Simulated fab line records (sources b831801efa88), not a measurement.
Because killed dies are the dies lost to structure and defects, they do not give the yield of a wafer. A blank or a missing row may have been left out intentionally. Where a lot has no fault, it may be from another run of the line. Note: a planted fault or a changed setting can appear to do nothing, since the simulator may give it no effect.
A lot that was struck, set against a sound lot + flow sky130 + 44 steps out of a route of 708
Sound: wafers L792.2, L792.5, L792.6. Struck: wafer L794.5. (L794.2, L794.6 of the same lot were not struck and are left out.) The cause comes at the end.
For every step that has rows: the tool of each side, followed by ch and its chambers, followed by its first start. Under that, the readings that differ: sound wafers + struck wafers + difference of the means + sigmas: that difference in standard deviations of wafers without a fault.
alike: readings whose means differ by less than 2 such deviations, and words and numbers that are the same on both sides. not compared: withheld readings, readings that some wafer has no value for, bounds like >300 that may hide the same value, and numbers for which the record gives no deviation and whose values overlap.
A row with sigmas, a row that says differs or no value, or rows on one side alone: a step with any of these is where the two part. When numbers do not overlap yet have no deviation, they are printed without sigmas and do not part them. A reading that every wafer of one side lacks parts them only if that side has two wafers or more.

first, 3 steps without rows for these wafers: SKY_VIA2_CLEAN_18 (cleans in IPA, time 180 s); SKY_VIA2_CLEAN_19 (cleans in O3/DIW); SKY_VIA2_SPUTTER_20 (material TiN, target thk 20 nm, time 80 s).
SKY_VIA2_CVD_21: deposits W, target thk 420 nm, time 126.4 s.
  sound on cvd-w-01 ch 0,1, day 37 12:03; struck on cvd-w-02 ch 0, day 37 19:20
| reading            | sound       | struck | difference | sigmas |
|--------------------|-------------|--------|------------|--------|
| heater-power-w (W) | 760 711 775 | 871    | +122       | +3     |
SKY_VIA2_RS_MEAS_22: uses a four-point probe to measure.
  sound: film-metro-01 at day 37 12:12; struck: film-metro-03 at day 37 19:29
  alike: VIA2_W_RS
SKY_VIA2_THK_MEAS_23: measures by xrf.
  sound: film-metro-01 at day 37 12:19; struck: film-metro-03 at day 37 19:36
  alike: VIA2_W_THK
SKY_VIA2_CMP_24: polishes, stops on SiO2, t overpolish 20 s, target thk 0 nm.
  sound on cmp-01 ch 0,1,2, day 37 12:28; struck on cmp-01 ch 2, day 37 19:39
| reading                | sound       | struck | difference | sigmas |
|------------------------|-------------|--------|------------|--------|
| time-to-endpoint-s (s) | 104 101 101 | 109    | +7         | +2     |
  alike: motor-current-A, overpolish-run-s
then, 2 steps without rows for these wafers: SKY_METAL3_SPUTTER_00 (material Ti, target thk 15 nm, time 10 s); SKY_METAL3_SPUTTER_01 (material TiN, target thk 20 nm, time 16.7 s).
SKY_METAL3_SPUTTER_02: material AlCu, target thk 735 nm, time 39.1 s.
  sound: pvd-sputter-02 at day 37 12:43; struck: pvd-sputter-03 at day 37 20:00
  alike: throttle-valve-pct
SKY_METAL3_SPUTTER_03: material Ti, target thk 5 nm, time 3.3 s.
  sound: pvd-sputter-02 at day 37 12:45; struck: pvd-sputter-03 at day 37 20:02
  alike: throttle-valve-pct
then, 1 step without rows for these wafers: SKY_METAL3_SPUTTER_04 (material TiN, target thk 70 nm, time 58.3 s).
SKY_CAPM_CVD_00: deposits SiO2, target thk 15.5 nm.
  sound on pecvd-04 ch 0,1,2, day 37 12:49; struck on pecvd-03 ch 0, day 37 20:06
| reading                               | sound            | struck | difference | sigmas |
|---------------------------------------|------------------|--------|------------|--------|
| model.SiO2_of_CAPM_CVD_00.thk-nm (nm) | 15.6 16.05 15.75 | 13.59  | -2.21      |        |
  alike: heater-power-w
SKY_CAPM_THK_MEAS_01:
  sound: film-metro-03 at day 37 12:51; struck: film-metro-03 at day 37 20:08
| reading              | sound             | struck | difference | sigmas |
|----------------------|-------------------|--------|------------|--------|
| CAPM_CVD_00_THK (nm) | 15.60 16.06 15.80 | 13.61  | -2.21      | -10    |
SKY_CAPM_SPUTTER_02: material TiN, target thk 200 nm, time 166.7 s.
  sound: pvd-sputter-01 at day 37 12:54; struck: pvd-sputter-04 at day 37 20:11
  alike: substrate-temp-c, throttle-valve-pct
SKY_CAPM_RS_MEAS_03: uses a four-point probe to measure.
  sound: film-metro-01 at day 37 13:02; struck: film-metro-04 at day 37 20:19
  alike: CAPM_TIN_RS
SKY_CAPM_THK_MEAS_04: measures by xrf.
  sound: film-metro-01 at day 37 13:08; struck: film-metro-04 at day 37 20:26
  alike: CAPM_TIN_THK
then, 7 steps without rows for these wafers: SKY_CAPM_DEHYDRATE_05 (time 60 s); SKY_CAPM_HMDS_06 (prime time 60 s); SKY_CAPM_COAT_07 (resist thk 1140 nm); SKY_CAPM_SOFTBAKE_08 (time 60 s); SKY_CAPM_EXPOSE_09 (exposes mask CAPM, target cd 1000 nm); SKY_CAPM_PEB_10; SKY_CAPM_DEVELOP_11 (develop time 60 s).
SKY_CAPM_OVL_MEAS_12:
  sound: overlay-02 at day 38 14:27; struck: overlay-02 at day 38 21:40
  alike: CAPM_OVL
then, 13 steps without rows for these wafers: SKY_CAPM_METAL_ETCH_13 (etches TiN in Cl2/BCl3, stops on SiO2, target depth 220 nm, time 62.9 s); SKY_CAPM_STRIP_14 (strips in O2/N2); SKY_CAPM_STRIP_15 (strips in post etch residue remover, time 1200 s); SKY_CAPM_CLEAN_16 (cleans in IPA, time 180 s); SKY_CAPM_CLEAN_17 (cleans in O3/DIW); SKY_METAL3_DEHYDRATE_05 (time 60 s); SKY_METAL3_HMDS_06 (prime time 60 s); SKY_METAL3_COAT_07 (resist thk 60 nm); SKY_METAL3_COAT_08 (resist thk 1140 nm); SKY_METAL3_SOFTBAKE_09 (time 93.02 s); SKY_METAL3_EXPOSE_10 (exposes mask MM3, target cd 300 nm); SKY_METAL3_PEB_11; SKY_METAL3_DEVELOP_12 (develop time 60 s).
SKY_METAL3_CD_MEAS_13: the cd target is 300 nm.
  sound: cd-sem-01 at day 39 16:33; struck: cd-sem-02 at day 39 23:05
  alike: cd-nm
SKY_METAL3_OVL_MEAS_14:
  sound: overlay-01 at day 39 16:39; struck: overlay-01 at day 39 23:11
  alike: METAL3_OVL
then, 2 steps without rows for these wafers: SKY_METAL3_DESCUM_15 (chemistry O2, time 8 s); SKY_METAL3_ETCH_16 (etches BARC in N2/H2, stops on SiO2, time 88.2 s, target depth 60 nm).
SKY_METAL3_ETCH_17: etches SiO2 in C4F8/O2/Ar, stops on TiN, time 3.9 s, target depth 15 nm.
  sound on rie-diel-03 ch 0,1, day 39 16:49; struck on rie-diel-04 ch 1, day 39 23:21
| reading                  | sound             | struck | difference | sigmas |
|--------------------------|-------------------|--------|------------|--------|
| oes-product-au (a.u.)    | 0.757 0.768 0.756 | 0.707  | -0.053     | -8     |
| model.etch.depth-nm (nm) | 15.6 16.05 15.75  | 13.59  | -2.21      |        |
  not compared: rf-hours-counter-h
-- the record jumps here: 7 days lie between the struck wafers' starts before and after (it left off in module METAL3 and takes up again in module PAD_OPEN, whose first step shown is number 708 of the route) --
SKY_PAD_OPEN_PROBE_99:
  sound: prober-02 at day 46 17:19; struck: prober-02 at day 46 23:05
| reading                              | sound                | struck | difference | sigmas |
|--------------------------------------|----------------------|--------|------------|--------|
| killed-at-front-end                  | 9 18 17              | 25     | +10        | +3     |
| model.etest.cap-mim.bv-v (V)         | 14.14 14.14 14.11    | 12.34  | -1.79      |        |
| model.etest.cap-mim.leak-log10-a-cm2 | -8.933 -9.198 -9.226 | -8.434 | +0.685     |        |
| model.etest.cap-mim.c-ff-um2         | 2.317 2.267 2.297    | 2.686  | +0.392     |        |
  alike: defect-limited-yield, killed_at_M0_to_M3, killed_at_M4_up, killed-at-contacts, killed-at-other, killed-dies, killed-open, killed-short, sort_bin_3_pad_short, sort_bin_5_function, sort_bin_6_memory, sort-n-pass, sort-yield-pct

WHERE THEY PART
Last at SKY_PAD_OPEN_PROBE_99 as far as this record goes, first at SKY_VIA2_CVD_21.

WHY: the cause the simulator had injected
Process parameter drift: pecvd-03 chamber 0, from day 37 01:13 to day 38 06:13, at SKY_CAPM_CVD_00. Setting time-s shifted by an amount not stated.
